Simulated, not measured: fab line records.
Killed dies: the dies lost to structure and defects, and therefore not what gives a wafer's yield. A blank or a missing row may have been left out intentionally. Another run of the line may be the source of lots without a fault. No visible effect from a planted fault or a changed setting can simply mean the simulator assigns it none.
Commonality check across tools / flow gf180mcu / Sample size 15 lots and 45 wafers

WHY IT WAS OPENED
At GF_VT_IMPLANT_TW_MEAS_32 the reading VT_IMPLANT_3_TW is flagged on 3 of 15 lots. No-fault wafers: 269.8, standard deviation 1.2.
Rule: flag the lot when none of its wafers has a number, or when each of its wafers that has one lies beyond 4 standard deviations from that mean. All remaining lots are regarded as sound.

lot=L600; measured=day 7 04:25; on=film metro-02; VT_IMPLANT_3_TW, wafer by wafer=270.3 267.8 270.4; flag=
lot=L603; measured=day 7 18:31; on=film metro-03; VT_IMPLANT_3_TW, wafer by wafer=271.1 270.3 270.1; flag=
lot=L604; measured=day 7 21:29; on=film metro-03; VT_IMPLANT_3_TW, wafer by wafer=271.3 272.8 269.9; flag=
lot=L605; measured=day 8 11:55; on=film metro-01; VT_IMPLANT_3_TW, wafer by wafer=272.6 272.1 271.7; flag=
lot=L606; measured=day 8 20:58; on=film metro-03; VT_IMPLANT_3_TW, wafer by wafer=269.9 269.2 267.5; flag=
lot=L607; measured=day 8 22:48; on=film metro-03; VT_IMPLANT_3_TW, wafer by wafer=269.3 268.8 266.9; flag=
lot=L608; measured=day 8 23:03; on=film metro-03; VT_IMPLANT_3_TW, wafer by wafer=268.7 268.5 268.5; flag=
lot=L611; measured=day 10 00:27; on=film metro-03; VT_IMPLANT_3_TW, wafer by wafer=269.5 269.2 269.6; flag=
lot=L616; measured=day 11 10:37; on=film metro-01; VT_IMPLANT_3_TW, wafer by wafer=269.3 269.8 270.4; flag=
lot=L617; measured=day 11 16:31; on=film metro-03; VT_IMPLANT_3_TW, wafer by wafer=270.0 268.8 269.9; flag=
lot=L618; measured=day 11 17:19; on=film metro-03; VT_IMPLANT_3_TW, wafer by wafer=30.1 30.1 30.0; flag=FLAGGED
lot=L619; measured=day 12 06:22; on=film metro-03; VT_IMPLANT_3_TW, wafer by wafer=30.0 30.1 30.0; flag=FLAGGED
lot=L620; measured=day 12 14:59; on=film metro-02; VT_IMPLANT_3_TW, wafer by wafer=30.1 30.1 30.3; flag=FLAGGED
lot=L622; measured=day 12 23:20; on=film metro-03; VT_IMPLANT_3_TW, wafer by wafer=268.2 269.5 268.8; flag=
lot=L623; measured=day 13 06:15; on=film metro-02; VT_IMPLANT_3_TW, wafer by wafer=270.7 270.6 271.4; flag=
On average the flagged lots read 30.1, which is -239.7 against the usual, or -99 or more standard deviations.

WHICH TOOL RAN EACH LOT
The record holds 1 process step before the reading, out of a route of 602 steps. In each cell: the tool, then ch and the chambers that the sampled wafers went through, then the start.
lot=L600; flag=; GF_VT_IMPLANT_IMPLANT_30=implanter-03 ch 0, day 7 04:11
lot=L603; flag=; GF_VT_IMPLANT_IMPLANT_30=implanter-03 ch 0, day 7 18:16
lot=L604; flag=; GF_VT_IMPLANT_IMPLANT_30=implanter-03 ch 0, day 7 21:14
lot=L605; flag=; GF_VT_IMPLANT_IMPLANT_30=implanter-01 ch 0, day 8 11:41
lot=L606; flag=; GF_VT_IMPLANT_IMPLANT_30=implanter-02 ch 0, day 8 20:43
lot=L607; flag=; GF_VT_IMPLANT_IMPLANT_30=implanter-02 ch 0, day 8 22:33
lot=L608; flag=; GF_VT_IMPLANT_IMPLANT_30=implanter-03 ch 0, day 8 22:49
lot=L611; flag=; GF_VT_IMPLANT_IMPLANT_30=implanter-03 ch 0, day 10 00:13
lot=L616; flag=; GF_VT_IMPLANT_IMPLANT_30=implanter-03 ch 0, day 11 10:22
lot=L617; flag=; GF_VT_IMPLANT_IMPLANT_30=implanter-01 ch 0, day 11 16:16
lot=L618; flag=FLAGGED; GF_VT_IMPLANT_IMPLANT_30=implanter-03, day 11 17:05
lot=L619; flag=FLAGGED; GF_VT_IMPLANT_IMPLANT_30=implanter-03, day 12 06:08
lot=L620; flag=FLAGGED; GF_VT_IMPLANT_IMPLANT_30=implanter-01, day 12 14:44
lot=L622; flag=; GF_VT_IMPLANT_IMPLANT_30=implanter-02 ch 0, day 12 23:05
lot=L623; flag=; GF_VT_IMPLANT_IMPLANT_30=implanter-01 ch 0, day 13 06:00
What the steps here do:
- GF_VT_IMPLANT_IMPLANT_30
- GF_VT_IMPLANT_TW_MEAS_32

FLAGGED OVER TOTAL, TOOL BY TOOL (the gauges that took the reading come last)
step=GF_VT_IMPLANT_IMPLANT_30; tool=implanter-01; lots run=4; flagged=1; share of the flagged lots=some; sound lots run after its first flagged lot=1 (L623)
step=GF_VT_IMPLANT_IMPLANT_30; tool=implanter-02; lots run=3; flagged=0; share of the flagged lots=none; sound lots run after its first flagged lot=-
step=GF_VT_IMPLANT_IMPLANT_30; tool=implanter-03; lots run=8; flagged=2; share of the flagged lots=some; sound lots run after its first flagged lot=0
step=GF_VT_IMPLANT_TW_MEAS_32; tool=film metro-01; lots run=2; flagged=0; share of the flagged lots=none; sound lots run after its first flagged lot=-
step=GF_VT_IMPLANT_TW_MEAS_32; tool=film metro-02; lots run=3; flagged=1; share of the flagged lots=some; sound lots run after its first flagged lot=1 (L623)
step=GF_VT_IMPLANT_TW_MEAS_32; tool=film metro-03; lots run=10; flagged=2; share of the flagged lots=some; sound lots run after its first flagged lot=1 (L622)

WHAT THE TABLE PERMITS
No row of the table ran every flagged lot.

WHAT THE SIMULATOR HAD INSERTED
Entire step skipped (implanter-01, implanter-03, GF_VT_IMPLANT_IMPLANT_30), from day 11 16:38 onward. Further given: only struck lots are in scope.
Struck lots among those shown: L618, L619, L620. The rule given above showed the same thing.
